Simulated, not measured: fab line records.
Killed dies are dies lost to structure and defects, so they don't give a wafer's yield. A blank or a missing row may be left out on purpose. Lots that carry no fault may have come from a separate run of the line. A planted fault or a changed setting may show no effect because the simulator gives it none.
fab line records	flow sky130	part 2 of 2: steps 32 to 32 of 32
record lots=7	wafers=21	last-day=50
route steps=708 shown PWDE@52 NWELL@56 PAD_OPEN@708
lots untouched by any fault: they come from a run of this same line in which no faults occurred
start-h: start of the lot's first displayed wafer, in hours after the record's first day	wait-h: hours from the lot's prior step to this one	" identical to the entry in the row above	L1.1+2: several wafers, shown together as one row	- value missing, or start not given	* or withheld: withheld	< > ~ a bound
route shown NAME@n: a module of which the file shows steps, and the number in the route of the first	usual: mean/standard deviation of fault-free wafers	same: alike in all rows	chamber/n: place in a boat	sites: readings site by site	_std_site: standard deviation across them	_edge_site: inner sites' mean taken away from outer sites' mean	radius-mm: how far each site lies from the wafer's centre	mask NAME#n: copy n	behind: the tool/chamber that last shaped the wafer	hold: the reason the lot was held/the length of the hold in hours/how it ended	device: names the non-switching transistor (n, p or np)	end of line: at the end of the route, the tests of the same wafers	for a step that has no rows: nothing shown but its recipe	killed: the dies lost at the first sort to structure and to defects; this is not the yield of the wafer	map: the dies of a wafer, with x for killed, . for not killed, _ for no die there
set.NAME: the run value of the setting; set.NAME@STEP: its run value at that earlier step	model.NAME: the simulator's own value behind a step, which no gauge read
a table for each step, a row for each wafer; lots at some steps of the route
services: from which hour (start-h, from the record's first day; less than 0 if before it) a tool's chamber was out of use, for how many hours, and why
## steps
# step SKY_PAD_OPEN_PROBE_99
# usual killed_at_M0_to_M3=42/7.2	killed_at_M4_up=3.4/2.1	killed-at-contacts=24/5.4	killed-at-front-end=15/4	killed-at-other=0.3/0.53	killed-dies=85/8.8	killed-open=47/6.7	killed-short=38/6.5
# same gross-dies=492	killed-at-back-side=0
lot.wafer	tool	chamber	start-h	wait-h	killed_at_M0_to_M3	killed_at_M4_up	killed-at-contacts	killed-at-front-end	killed-at-other	killed-dies	killed-open	killed-short	model.etest.nfet_16v.r-on-ohm-um	model.etest.pfet_16v.r-on-ohm-um	model.etest.res-nwell.line-ohm-um	model.etest.res-nwell.rs-ohm-sq	model.etest.pfet-g5v0d10v5.r-on-ohm-um	model.etest.tip_p_5v.rs-ohm-sq	model.etest.pfet_16v.drive-ua-um	model.etest.pfet-g5v0d10v5.drive-ua-um
L533.3	prober-01	-	1099.93	0.2	32	4	25	19	0	80	47	32	1.406e+04	1.471e+04	1120	929.2	4724	2870	251.3	341.1
L533.5	prober-01	-	1100.03	0.2	39	4	22	12	0	77	36	40	1.397e+04	1.489e+04	1112	937.4	4656	2892	252.1	350.5
L533.6	prober-01	-	1100.08	0.2	43	4	23	18	0	88	50	38	1.402e+04	1.564e+04	1179	988.5	4741	2873	243.8	343.4
L539.1	prober-01	-	1136.36	0.1	37	3	29	23	0	92	55	35	1.422e+04	1.512e+04	1138	934.4	4724	2836	245	345.4
L539.5	prober-01	-	1136.56	0.2	45	4	23	14	0	86	44	42	1.43e+04	1.519e+04	1140	932.4	4820	2878	242.1	339.5
L539.6	prober-01	-	1136.61	0.2	38	3	35	19	0	95	45	49	1.42e+04	1.53e+04	1143	938.9	4776	2844	242.6	341.8
L543.1	prober-01	-	1157.43	0.1	44	2	22	15	0	83	49	34	1.5e+04	1.513e+04	924.5	805.8	4584	2758	254.5	363.8
L543.4	prober-01	-	1157.58	0.2	38	1	25	12	1	77	34	43	1.503e+04	1.444e+04	893.5	768.5	4568	2761	263.5	366.5
L543.6	prober-01	-	1157.68	0.2	47	4	20	3	0	74	40	34	1.506e+04	1.437e+04	915	771.5	4607	2742	264.9	360.9
L544.1	prober-02	-	1161.16	0.1	40	2	27	15	0	84	50	31	1.613e+04	1.427e+04	894	755.4	4624	2735	266.3	360.2
L544.2	prober-02	-	1161.21	0.1	36	0	21	12	1	70	31	38	1.602e+04	1.465e+04	889.8	759.4	4534	2732	263.5	367.5
L544.4	prober-02	-	1161.31	0.2	36	7	23	17	0	83	42	39	1.626e+04	1.439e+04	883.4	758.3	4584	2729	265.2	361.9
L545.1	prober-01	-	1164.24	0.1	46	4	14	19	0	83	50	33	1.424e+04	1.57e+04	1174	992.8	4763	2850	239.1	340.2
L545.2	prober-01	-	1164.29	0.1	45	6	20	12	0	83	41	40	1.388e+04	1.515e+04	1127	955	4646	2815	247.4	350.7
L545.3	prober-01	-	1164.34	0.2	37	2	21	16	0	76	38	38	1.408e+04	1.473e+04	1085	914.2	4687	2860	250.1	343.6
L546.1	prober-02	-	1168.66	0.1	38	4	22	22	1	87	54	33	1.646e+04	1.377e+04	881.6	729.6	4540	2712	274.3	366.7
L546.4	prober-02	-	1168.81	0.2	39	4	19	17	1	80	39	39	1.626e+04	1.427e+04	888.6	751.2	4482	2715	268	374
L546.6	prober-02	-	1168.91	0.2	37	1	27	12	0	77	37	40	1.629e+04	1.416e+04	865.6	734.5	4577	2736	269.7	369.9
L552.1	prober-01	-	1196.84	0.1	38	5	18	16	1	78	39	38	1.401e+04	1.512e+04	1224	1016	4749	2886	247.2	345.8
L552.2	prober-01	-	1196.89	0.1	42	4	19	15	1	81	44	34	1.382e+04	1.498e+04	1203	998.3	4696	2898	251.1	347.8
L552.6	prober-01	-	1197.09	0.2	49	2	24	15	0	90	43	47	1.392e+04	1.502e+04	1217	1016	4762	2897	247.1	341.6
# killed by level:class
L533.3 CONTACT:geometric-particle:open=11 LI_CONTACT:geometric-particle:open=8 METAL2:geometric-particle:short=8 VIA1:geometric-particle:open=6 VIA3:geometric-particle:open=6 VIA2:geometric-particle:open=5 FIELD_ISO:geometric-particle:open=3 FIELD_ISO:geometric-particle:short=3
L533.5 CONTACT:geometric-particle:open=9 VIA2:geometric-particle:open=9 VIA1:geometric-particle:open=8 CONTACT:geometric-particle:short=7 METAL1:geometric-particle:short=5 VIA1:geometric-particle:short=5 POLY_GATE:geometric-particle:short=4 METAL4:geometric-particle:short=4
L533.6 VIA2:geometric-particle:open=10 CONTACT:geometric-particle:open=10 VIA1:geometric-particle:open=8 VIA3:geometric-particle:open=6 METAL2:geometric-particle:short=6 FIELD_ISO:geometric-particle:open=4 FIELD_ISO:geometric-particle:short=4 LI_CONTACT:geometric-particle:open=4
L539.1 CONTACT:geometric-particle:open=12 VIA2:geometric-particle:open=10 LI_CONTACT:geometric-particle:open=8 VIA1:geometric-particle:open=8 FIELD_ISO:geometric-particle:short=6 POLY_GATE:geometric-particle:short=5 METAL1:geometric-particle:short=4 LI_CONTACT:geometric-particle:short=3
L539.5 VIA1:geometric-particle:open=11 CONTACT:geometric-particle:open=8 CONTACT:geometric-particle:short=6 METAL1:geometric-particle:short=6 POLY_GATE:geometric-particle:open=5 VIA1:geometric-particle:short=5 LI_CONTACT:geometric-particle:open=4 VIA2:geometric-particle:short=4
L539.6 CONTACT:geometric-particle:open=11 CONTACT:geometric-particle:short=9 VIA1:geometric-particle:open=9 LI_CONTACT:geometric-particle:open=8 VIA1:geometric-particle:short=6 FIELD_ISO:geometric-particle:short=5 VIA2:geometric-particle:open=5 FIELD_ISO:geometric-particle:open=4
L543.1 VIA1:geometric-particle:open=17 VIA2:geometric-particle:open=10 LOCAL_INTERCONNECT:geometric-particle:short=8 CONTACT:geometric-particle:open=7 FIELD_ISO:geometric-particle:short=6 CONTACT:geometric-particle:short=4 METAL1:geometric-particle:short=4 VIA1:geometric-particle:short=4
L543.4 VIA1:geometric-particle:short=8 VIA2:geometric-particle:open=8 LI_CONTACT:geometric-particle:open=7 CONTACT:geometric-particle:short=7 VIA1:geometric-particle:open=7 POLY_GATE:geometric-particle:short=5 LOCAL_INTERCONNECT:geometric-particle:short=5 CONTACT:geometric-particle:open=4
L543.6 METAL2:geometric-particle:short=7 LI_CONTACT:geometric-particle:open=6 VIA1:geometric-particle:open=6 VIA2:geometric-particle:open=6 VIA3:geometric-particle:open=6 CONTACT:geometric-particle:open=5 LOCAL_INTERCONNECT:geometric-particle:short=5 VIA3:geometric-particle:short=5
L544.1 VIA1:geometric-particle:open=14 CONTACT:geometric-particle:open=11 LI_CONTACT:geometric-particle:open=8 METAL1:geometric-particle:short=6 VIA1:geometric-particle:short=5 SPACER:geometric-particle:short=4 FIELD_ISO:geometric-particle:open=3 POLY_GATE:geometric-particle:short=3
L544.2 CONTACT:geometric-particle:open=8 CONTACT:geometric-particle:short=6 METAL1:geometric-particle:short=5 VIA1:geometric-particle:open=5 VIA2:geometric-particle:open=5 VIA2:geometric-particle:short=4 LI_CONTACT:geometric-particle:open=4 VIA1:geometric-particle:short=4
L544.4 VIA1:geometric-particle:open=10 VIA3:geometric-particle:open=8 CONTACT:geometric-particle:open=6 METAL4:geometric-particle:short=6 FIELD_ISO:geometric-particle:short=5 CONTACT:geometric-particle:short=5 METAL1:geometric-particle:short=4 LI_CONTACT:geometric-particle:open=4
L545.1 VIA1:geometric-particle:open=11 POLY_GATE:geometric-particle:open=7 FIELD_ISO:geometric-particle:open=6 VIA1:geometric-particle:short=6 VIA3:geometric-particle:short=5 METAL1:geometric-particle:short=5 VIA3:geometric-particle:open=5 LI_CONTACT:geometric-particle:open=4
L545.2 VIA1:geometric-particle:open=9 VIA2:geometric-particle:open=7 METAL2:geometric-particle:short=6 LI_CONTACT:geometric-particle:open=6 CONTACT:geometric-particle:open=6 METAL1:geometric-particle:short=6 LOCAL_INTERCONNECT:geometric-particle:short=5 VIA3:geometric-particle:open=5
L545.3 VIA1:geometric-particle:open=10 CONTACT:geometric-particle:open=9 VIA2:geometric-particle:open=6 LI_CONTACT:geometric-particle:open=5 VIA2:geometric-particle:short=5 FIELD_ISO:geometric-particle:short=4 VIA1:geometric-particle:short=4 POLY_GATE:geometric-particle:short=3
L546.1 CONTACT:geometric-particle:open=15 VIA1:geometric-particle:open=9 VIA3:geometric-particle:open=8 VIA2:geometric-particle:open=6 FIELD_ISO:geometric-particle:open=5 METAL1:geometric-particle:short=5 FIELD_ISO:geometric-particle:short=4 POLY_GATE:geometric-particle:short=4
L546.4 METAL3:geometric-particle:short=7 CONTACT:geometric-particle:short=7 VIA1:geometric-particle:open=7 VIA2:geometric-particle:open=7 CONTACT:geometric-particle:open=6 METAL2:geometric-particle:short=5 FIELD_ISO:geometric-particle:open=4 POLY_GATE:geometric-particle:open=4
L546.6 VIA1:geometric-particle:open=10 CONTACT:geometric-particle:short=8 CONTACT:geometric-particle:open=8 METAL2:geometric-particle:short=6 METAL1:geometric-particle:short=6 LI_CONTACT:geometric-particle:open=5 LOCAL_INTERCONNECT:geometric-particle:short=5 VIA2:geometric-particle:open=5
L552.1 CONTACT:geometric-particle:short=6 CONTACT:geometric-particle:open=6 VIA1:geometric-particle:open=6 VIA2:geometric-particle:open=6 FIELD_ISO:geometric-particle:short=5 POLY_GATE:geometric-particle:open=5 METAL1:geometric-particle:short=5 VIA1:geometric-particle:short=5
L552.2 VIA1:geometric-particle:open=10 CONTACT:geometric-particle:open=8 VIA2:geometric-particle:open=6 VIA3:geometric-particle:open=6 VIA1:geometric-particle:short=5 METAL2:geometric-particle:short=5 LI_CONTACT:geometric-particle:open=4 METAL1:geometric-particle:short=4
L552.6 CONTACT:geometric-particle:open=11 VIA1:geometric-particle:open=9 METAL1:geometric-particle:short=7 VIA2:geometric-particle:open=7 VIA3:geometric-particle:short=6 METAL2:geometric-particle:short=6 VIA1:geometric-particle:short=5 LI_CONTACT:geometric-particle:open=4
## services
tool	chamber	start-h	hours	kind
plasma-asher-01	-	62.12	4.3	pm
plasma-asher-02	-	84.42	3.1	repair
rtp-anneal-01	-	97.89	4.9	pm
implanter-03	-	98.74	4.9	repair
plasma-asher-01	-	108.75	9.0	pm
plasma-asher-01	0	108.75	9.0	vent-cycle
plasma-asher-01	1	108.75	9.0	vent-cycle
plasma-asher-03	-	114.78	2.1	repair
plasma-asher-01	0	117.75	-	clean
plasma-asher-01	1	117.75	-	clean
plasma-asher-02	-	144.39	1.7	repair
implanter-04	-	165.54	5.0	repair
plasma-asher-02	-	174.23	2.8	pm
plasma-asher-04	-	175.02	4.3	repair
implanter-02	-	176.86	5.1	pm
implanter-04	-	184.00	17.3	repair
plasma-asher-04	-	187.30	2.8	pm
plasma-asher-01	-	194.78	11.0	repair
implanter-03	-	197.43	29.5	repair
implanter-04	-	198.55	15.0	repair
plasma-asher-02	-	204.79	1.5	repair
## key
first-sign step=SKY_NWELL_IMPLANT_11	reading=beam-energy-keV	direction=up	sigmas=99+	usual=*	struck=*
effect step=SKY_NWELL_TW_MEAS_15	reading=NWELL_TW	direction=up	sigmas=2	usual=1812	struck=1836
effect step=SKY_NWELL_RS_MEAS_29	reading=NWELL_RS	direction=down	sigmas=13	usual=624.9	struck=601.6
model-effect step=SKY_NWELL_IMPLANT_11	value=implant.rp-nm	without=496.7	struck=582.1
model-effect step=SKY_PAD_OPEN_PROBE_99	value=etest.nfet_16v.r-on-ohm-um	without=1.39e+04	struck=1.583e+04
met-at SKY_NWELL_IMPLANT_11
struck-wafers L543.1,L543.4,L543.6,L544.1,L544.2,L544.4,L546.1,L546.4,L546.6
tester-left-out L543,L544,L546
onset-between 138.37 160.31
fault kind=process-parameter-drift	tool=implanter-03	chamber=-	onset-h=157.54	steps=SKY_NWELL_IMPLANT_11	channel=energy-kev	offset=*	shape=step	end-h=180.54	acts-in=*	stated=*
# tester-left-out: of these lots the tester's yield and bins aren't shown, on N5 and GAA mostly nor the transistor test; their killed dies are dies lost to structure and defects alone, not to doping, threshold or leakage, so they don't give the yield
